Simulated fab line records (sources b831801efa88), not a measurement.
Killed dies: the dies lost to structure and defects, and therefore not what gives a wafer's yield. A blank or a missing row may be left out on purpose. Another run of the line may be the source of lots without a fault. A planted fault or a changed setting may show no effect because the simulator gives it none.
Which of the tools did it? + flow sky130 + 21 wafers from 7 lots sampled at 4 of the route's 708 steps

## WHAT THE GAUGES READ, wafer by wafer
SKY_METAL5_THK_MEAS_06: measures by xrf.
| lot  | measured     | on           | METAL5_ALCU_THK (nm) |
|------|--------------|--------------|----------------------|
| L134 | day 43 12:43 | filmMetro-03 | 1157 1172 1171       |
| L136 | day 44 08:31 | filmMetro-03 | 1195 1193 1192       |
| L138 | day 44 17:04 | filmMetro-03 | 1145 1136 1149       |
| L139 | day 45 02:23 | filmMetro-03 | 1172 1172 1168       |
| L145 | day 45 23:23 | filmMetro-03 | 1156 1154 1147       |
| L147 | day 46 14:05 | filmMetro-02 | 1165 1161 1167       |
| L155 | day 48 15:16 | filmMetro-02 | 1169 1161 1155       |

## WHAT TOOL EACH LOT RAN ON (gives the tool, then ch and the chambers of the sampled wafers, and finally the start)
| lot  | SKY_VIA3_CMP_24               | SKY_CAP2M_STRIP_14                  | SKY_VIA4_DEVELOP_10              |
|------|-------------------------------|-------------------------------------|----------------------------------|
| L134 | cmp-01 ch 0,1, day 40 09:24   | plasmaAsher-01 ch 0,1, day 41 10:11 | lithoTrack-03 ch 0, day 43 10:53 |
| L136 | cmp-02 ch 0,2, day 41 08:43   | plasmaAsher-04 ch 0, day 42 08:58   | lithoTrack-01 ch 0, day 44 06:41 |
| L138 | cmp-02 ch 1,3, day 41 16:50   | plasmaAsher-01 ch 1, day 42 16:50   | lithoTrack-03 ch 0, day 44 15:15 |
| L139 | cmp-02 ch 0,1,2, day 42 01:59 | plasmaAsher-01 ch 0,1, day 43 01:52 | lithoTrack-01 ch 0, day 45 00:35 |
| L145 | cmp-02 ch 0,1,2, day 43 01:23 | plasmaAsher-02 ch 0,1, day 44 00:29 | lithoTrack-01 ch 0, day 45 21:04 |
| L147 | cmp-02 ch 0,1,3, day 43 17:46 | plasmaAsher-02 ch 0,1, day 44 16:52 | lithoTrack-01 ch 0, day 46 12:17 |
| L155 | cmp-01 ch 0,1,3, day 45 22:17 | plasmaAsher-04 ch 0,1, day 46 20:12 | lithoTrack-03 ch 0, day 48 13:26 |
- SKY_VIA3_CMP_24: polishes, stops on SiO2, t overpolish 20 s, target thk 0 nm.
- SKY_CAP2M_STRIP_14: strips in O2/N2.
- SKY_VIA4_DEVELOP_10: develop time 60 s.

## THE ANSWER, worked out from the rows above alone
Rule: usual is defined by the lots themselves. Put in order of their means at a reading, lots are off if they are a third of the lots or fewer, leave a main group of 4 or more, and stand apart from it by a gap of 3 or more times the standard deviation of the main group's means; of several such gaps the widest counts. If all means in a main group match to the digits the tables above print for the reading, that group is not used. A lot without any number at a reading at which 4 lots or more have one is off too. All remaining lots with rows at the step are treated as sound.
Across all readings shown, no lot is off: no conclusion can be drawn from this.

## WHAT THE SIMULATOR HAD PUT IN
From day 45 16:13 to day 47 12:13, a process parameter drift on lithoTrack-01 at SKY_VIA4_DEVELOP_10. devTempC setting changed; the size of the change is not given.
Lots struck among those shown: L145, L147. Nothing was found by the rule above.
